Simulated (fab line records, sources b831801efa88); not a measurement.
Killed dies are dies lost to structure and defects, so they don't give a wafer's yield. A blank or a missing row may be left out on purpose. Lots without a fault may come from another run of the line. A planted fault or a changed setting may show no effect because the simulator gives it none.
Problem report in the 8D (eight disciplines) form, filled by code | flow gf180mcu | the parts of the form that need people (team, actions taken, sign-off) are left out

1. THE PROBLEM
dose_ions_cm2 at GF_VT_IMPLANT_IMPLANT_19 reads a mean of 4.17e+12 on 6 wafers of 2 lots; wafers without a fault read 4.35e+12 with a standard deviation of 5e+09. That is -35 standard deviations from the usual mean.
First seen on wafer L653.1, day 11 06:52, on implanter-01. The record holds 39 wafers of 13 lots with a number at this step. Rule for "out", or "out of limits": more than 4 standard deviations from the usual mean. The other wafers with a number count as sound.

2. WHAT IT IS AND WHAT IT IS NOT
question                    | is                     | is not
which readings at this step | dose_ions_cm2          | -
which lots                  | L653, L654             | L634, L635, L636, L637, L638, L641, L642, L643, L644, L645, L656
which wafers of those lots  | all that have a number | -
read on which tools         | implanter-01           | implanter-02, implanter-04
when                        | from day 11 06:52      | up to then (30 sound wafers); but 3 sound wafers of L656 came after

3. SUSPECTS, AND WHAT RULES EACH OUT
Counting: a tool at a process step up to the reading stays a suspect if it ran every lot that is out and no sound lot after the first of them.
- implanter-01 at GF_VT_IMPLANT_IMPLANT_19: kept. It ran every lot that is out, first L653 (day 11 06:52), and no sound lot after that; its last sound lot up to then is L645 (day 9 04:42). Its own readings are out on those wafers: dose_ions_cm2.
Left after counting: implanter-01 at GF_VT_IMPLANT_IMPLANT_19.

4. THE CAUSE (what the simulator had put in)
Process parameter drift: implanter-01, from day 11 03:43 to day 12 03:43, at GF_VT_IMPLANT_IMPLANT_19. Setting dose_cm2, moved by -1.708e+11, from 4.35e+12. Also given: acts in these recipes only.
Counting left only this tool.

5. THE CHAIN OF EFFECTS, in route order
Each row: a reading whose mean over the struck wafers that have a number lies more than 3 standard deviations from the usual. Only readings for which the record gives a usual standard deviation are gone through. hours: the time from each lot's start at the first step in this table that gives one to its start at this step, as a median over the lots. sigmas: the change in usual standard deviations.
hours | step                     | reading       | usual    | on struck wafers | change    | sigmas
0     | GF_VT_IMPLANT_IMPLANT_19 | dose_ions_cm2 | 4.35e+12 | 4.17e+12         | -1.77e+11 | -35
The process steps in it:
- GF_VT_IMPLANT_IMPLANT_19

6. WHAT WOULD HAVE CAUGHT IT SOONER
In this record the first reading out of limits was taken at day 11 06:52, 3 hours after the fault began at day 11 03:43.
